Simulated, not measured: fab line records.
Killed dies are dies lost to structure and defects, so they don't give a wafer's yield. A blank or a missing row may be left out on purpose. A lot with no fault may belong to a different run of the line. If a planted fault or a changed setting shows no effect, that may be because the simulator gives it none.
fab line records	flow sky130	part 2 of 2: steps 24 to 32 of 32
record: lots: 5	wafers: 15	last_day: 49
route steps=708 shown VT_ADJUST_LVTN@102 VT_ADJUST_NCORE@119 VT_ADJUST_HVTR@131
lots with no fault: from the same line, run without faults
start_h: the number of hours between the record's first day and the start of the first shown wafer of the lot	wait_h: hours from the lot's prior step to this one	" the same as in the row above	L1.1+2: several wafers, shown together as one row	- no value present, or no start provided	* or withheld: withheld	< > ~ a bound
route shown NAME@n: NAME is a module with steps in the file, n the number in the route of the first one	usual: average and standard deviation across the fault-free wafers	same: alike in all rows	chamber/n: place in a boat	sites: each site's reading	_std_site: the values' standard deviation	_edge_site: mean of outer sites minus mean of inner sites	radius_mm: how far each site lies from the wafer's centre	mask NAME#n: copy n	behind: the tool/chamber that last shaped the wafer	hold: cause of the lot's hold/its duration in hours/its outcome	device: whichever transistor did not switch (one of n, p or np)	end of line: the tests these same wafers got at the end of their route	step lacking rows: just its recipe	killed: the dies lost at the first sort to structure and to defects; this is not the yield of the wafer	map: per-die view of a wafer (x killed, . not killed, _ where there is no die)
set.NAME: the run value of the setting; set.NAME@STEP: its run value at that earlier step	model.NAME: the simulator's own value behind a step, which no gauge read
lots at some steps of the route; a table a step, a row a wafer
services: from which hour (start_h, from the record's first day; less than 0 if before it) a tool's chamber was out of use, for how many hours, and why
== steps ==
step: SKY_VT_ADJUST_NCORE_DEVELOP_06
recipe: resist: NOVOLAK	developer: TMAH	develop_time_s: 60	dev_temp_c: 23
usual: resist_line_temp_C: 23.01/0.11
lot.wafer	tool	chamber	start_h	wait_h	resist_line_temp_C
L084.1	litho_track-01	0	250.78	0.1	22.93
L084.2	"	0	"	"	23.05
L084.4	"	0	"	"	22.87
L085.3	litho_track-01	0	258.98	0.1	23.09
L085.5	"	0	"	"	23.22
L085.6	"	0	"	"	23.31
L089.1	litho_track-01	0	287.43	0.1	22.98
L089.2	"	0	"	"	22.97
L089.6	"	0	"	"	22.80
L091.2	litho_track-01	0	304.96	0.1	22.97
L091.4	"	0	"	"	23.02
L091.6	"	0	"	"	22.97
L092.2	litho_track-01	0	305.56	0.1	22.91
L092.4	"	0	"	"	22.97
L092.6	"	0	"	"	23.10
step: SKY_VT_ADJUST_NCORE_CD_MEAS_07
recipe: target_cd_nm: 380
usual: cd_nm: 379.5/2
lot.wafer	tool	chamber	start_h	wait_h	cd_nm
L084.1	cd_sem-02	-	250.93	0.1	377.5
L084.2	"	-	"	"	376.5
L084.4	"	-	"	"	377.3
L085.3	cd_sem-02	-	259.12	0.1	380.6
L085.5	"	-	"	"	382.8
L085.6	"	-	"	"	383.3
L089.1	cd_sem-01	-	287.58	0.1	375.9
L089.2	"	-	"	"	378.8
L089.6	"	-	"	"	377.2
L091.2	cd_sem-02	-	305.10	0.1	380.4
L091.4	"	-	"	"	378.8
L091.6	"	-	"	"	379.6
L092.2	cd_sem-01	-	305.70	0.1	378.6
L092.4	"	-	"	"	381.1
L092.6	"	-	"	"	381.5
step: SKY_VT_ADJUST_NCORE_OVL_MEAS_08
usual: VT_ADJUST_NCORE_OVL: 0.1/1.6
lot.wafer	tool	chamber	start_h	wait_h	VT_ADJUST_NCORE_OVL[nm]
L084.1	overlay-02	-	251.05	0.1	1.1
L084.2	"	-	"	"	0.0
L084.4	"	-	"	"	0.1
L085.3	overlay-02	-	259.22	0.1	0.5
L085.5	"	-	"	"	-1.1
L085.6	"	-	"	"	-0.5
L089.1	overlay-02	-	287.70	0.1	0.1
L089.2	"	-	"	"	1.7
L089.6	"	-	"	"	0.0
L091.2	overlay-02	-	305.21	0.1	-1.6
L091.4	"	-	"	"	-3.6
L091.6	"	-	"	"	0.0
L092.2	overlay-01	-	305.81	0.1	3.0
L092.4	"	-	"	"	2.0
L092.6	"	-	"	"	0.6
step: SKY_VT_ADJUST_NCORE_IMPLANT_09
recipe: species: B	energy_kev: 10	dose_cm2: 2.4e+12	tilt_deg: withheld
usual: beam_energy_keV: 10.000/0.0036	beam_on_s: 10.00/0.2
lot.wafer	tool	chamber	start_h	wait_h	beam_energy_keV	beam_on_s
L084.1	implanter-02	0	251.09	0.0	9.995	10.20
L084.2	"	0	"	"	10.002	9.82
L084.4	"	0	"	"	9.999	10.13
L085.3	implanter-01	0	259.29	0.1	9.999	9.63
L085.5	"	0	"	"	10.001	9.68
L085.6	"	0	"	"	9.996	10.18
L089.1	implanter-01	0	287.74	0.0	10.000	10.40
L089.2	"	0	"	"	9.992	9.64
L089.6	"	0	"	"	9.996	10.08
L091.2	implanter-03	0	305.27	0.0	10.001	10.10
L091.4	"	0	"	"	9.999	9.70
L091.6	"	0	"	"	10.000	9.66
L092.2	implanter-02	0	305.87	0.0	9.993	9.89
L092.4	"	0	"	"	10.000	9.85
L092.6	"	0	"	"	9.997	10.18
step: SKY_VT_ADJUST_NCORE_STRIP_10
recipe: chemistry: O2/N2	power_w: 1400	pressure_mtorr: 1500	platen_temp_c: withheld	o2_flow_sccm: 3000	n2_flow_sccm: 300	overash_fraction: 0.5
usual: chamber_pressure_mTorr: 1499.9/1.3	drypump_motor_current_A: 6.1/0.44	oes_product_au: 0.715/0.0047	strip_time_to_endpoint_s: 14.17/0.035
lot.wafer	tool	chamber	start_h	wait_h	chamber_pressure_mTorr	drypump_motor_current_A	oes_product_au	rf_hours_counter_h	strip_time_to_endpoint_s
L084.1	plasma_asher-01	1	251.24	0.1	1500.0	5.6	0.718	40	14.23
L084.2	"	0	"	"	1499.4	6.0	0.715	40	14.23
L084.4	"	0	"	"	1498.1	6.0	0.717	-	14.23
L085.3	plasma_asher-01	0	259.42	0.1	1499.4	5.9	0.718	-	14.13
L085.5	"	1	"	"	1500.9	5.6	0.724	-	14.16
L085.6	"	0	"	"	1496.8	6.0	0.717	-	14.17
L089.1	plasma_asher-04	0	287.89	0.1	1498.9	5.4	0.711	60	14.18
L089.2	"	1	"	"	1498.7	6.7	0.707	60	14.16
L089.6	"	1	"	"	1496.3	6.7	0.712	-	14.19
L091.2	plasma_asher-04	0	305.39	0.1	1500.7	5.4	0.709	62	14.19
L091.4	"	1	"	"	1499.6	6.7	0.723	-	14.17
L091.6	"	1	"	"	1501.5	6.7	0.713	-	14.17
L092.2	plasma_asher-03	0	305.99	0.1	1500.7	6.4	0.709	63	14.12
L092.4	"	1	"	"	1499.4	6.4	0.718	-	14.13
L092.6	"	1	"	"	1500.9	6.4	0.720	-	14.09
step: SKY_VT_ADJUST_NCORE_TW_MEAS_11
usual: VT_ADJUST_NCORE_TW: 218.0/1.5
lot.wafer	tool	chamber	start_h	wait_h	VT_ADJUST_NCORE_TW
L084.1	film_metro-03	-	251.34	0.1	218.1
L084.2	"	-	"	"	216.6
L084.4	"	-	"	"	216.6
L085.3	film_metro-01	-	259.51	0.1	220.4
L085.5	"	-	"	"	220.5
L085.6	"	-	"	"	221.5
L089.1	film_metro-03	-	287.99	0.1	218.1
L089.2	"	-	"	"	217.2
L089.6	"	-	"	"	217.0
L091.2	film_metro-03	-	305.50	0.1	219.4
L091.4	"	-	"	"	219.0
L091.6	"	-	"	"	218.6
L092.2	film_metro-01	-	306.10	0.1	218.8
L092.4	"	-	"	"	218.9
L092.6	"	-	"	"	219.1
step: SKY_VT_ADJUST_HVTR_DEHYDRATE_00
recipe: temp_c: 200	time_s: 60
usual: resist_line_temp_C: 23.01/0.094
lot.wafer	tool	chamber	start_h	wait_h	resist_line_temp_C
L084.1	litho_track-04	0	262.39	11.0	23.23
L084.2	"	0	"	"	23.07
L084.4	"	0	"	"	23.18
L085.3	litho_track-04	0	270.49	11.0	23.06
L085.5	"	0	"	"	23.04
L085.6	"	0	"	"	22.95
L089.1	litho_track-02	0	299.99	12.0	23.13
L089.2	"	0	"	"	22.97
L089.6	"	0	"	"	23.02
L091.2	litho_track-02	0	317.27	11.8	22.90
L091.4	"	0	"	"	23.08
L091.6	"	0	"	"	22.84
L092.2	litho_track-01	0	318.11	12.0	22.94
L092.4	"	0	"	"	22.86
L092.6	"	0	"	"	23.12
step: SKY_VT_ADJUST_HVTR_HMDS_01
recipe: prime_time_s: 60	prime_temp_c: 120
usual: resist_line_temp_C: 23.00/0.12
lot.wafer	tool	chamber	start_h	wait_h	resist_line_temp_C
L084.1	litho_track-04	0	262.54	0.1	22.99
L084.2	"	0	"	"	22.77
L084.4	"	0	"	"	22.79
L085.3	litho_track-04	0	270.64	0.1	22.94
L085.5	"	0	"	"	23.09
L085.6	"	0	"	"	22.98
L089.1	litho_track-02	0	300.14	0.1	23.07
L089.2	"	0	"	"	23.11
L089.6	"	0	"	"	23.12
L091.2	litho_track-02	0	317.42	0.1	22.82
L091.4	"	0	"	"	23.00
L091.6	"	0	"	"	22.97
L092.2	litho_track-01	0	318.26	0.1	22.84
L092.4	"	0	"	"	22.93
L092.6	"	0	"	"	23.02
step: SKY_VT_ADJUST_HVTR_COAT_02
recipe: resist: NOVOLAK	spin_rpm: 3000	resist_thk_nm: 1140
usual: resist_line_temp_C: 23.01/0.11
lot.wafer	tool	chamber	start_h	wait_h	resist_line_temp_C
L084.1	litho_track-04	0	262.69	0.1	22.96
L084.2	"	0	"	"	23.16
L084.4	"	0	"	"	23.11
L085.3	litho_track-04	0	270.79	0.1	23.17
L085.5	"	0	"	"	23.12
L085.6	"	0	"	"	22.95
L089.1	litho_track-02	0	300.29	0.1	23.05
L089.2	"	0	"	"	22.97
L089.6	"	0	"	"	23.01
L091.2	litho_track-02	0	317.57	0.1	23.07
L091.4	"	0	"	"	22.97
L091.6	"	0	"	"	22.93
L092.2	litho_track-01	0	318.41	0.1	23.22
L092.4	"	0	"	"	23.28
L092.6	"	0	"	"	23.15
== services ==
tool	chamber	start_h	hours	kind
implanter-01	-	191.83	3.4	repair
implanter-04	-	198.81	26.8	pm
iline_stepper-01	0	216.72	-	calibration
implanter-04	-	235.44	1.9	repair
implanter-03	-	237.60	0.5	repair
plasma_asher-04	-	238.54	0.3	repair
iline_stepper-02	0	241.99	-	calibration
plasma_asher-03	-	242.68	5.4	repair
implanter-02	-	259.84	2.2	repair
iline_stepper-02	-	259.97	1.7	pm
plasma_asher-04	-	266.28	10.0	repair
implanter-02	-	290.02	3.0	repair
implanter-02	-	296.43	1.5	repair
implanter-03	-	299.86	4.8	repair
implanter-01	-	300.40	1.2	repair
implanter-04	-	315.38	0.8	repair
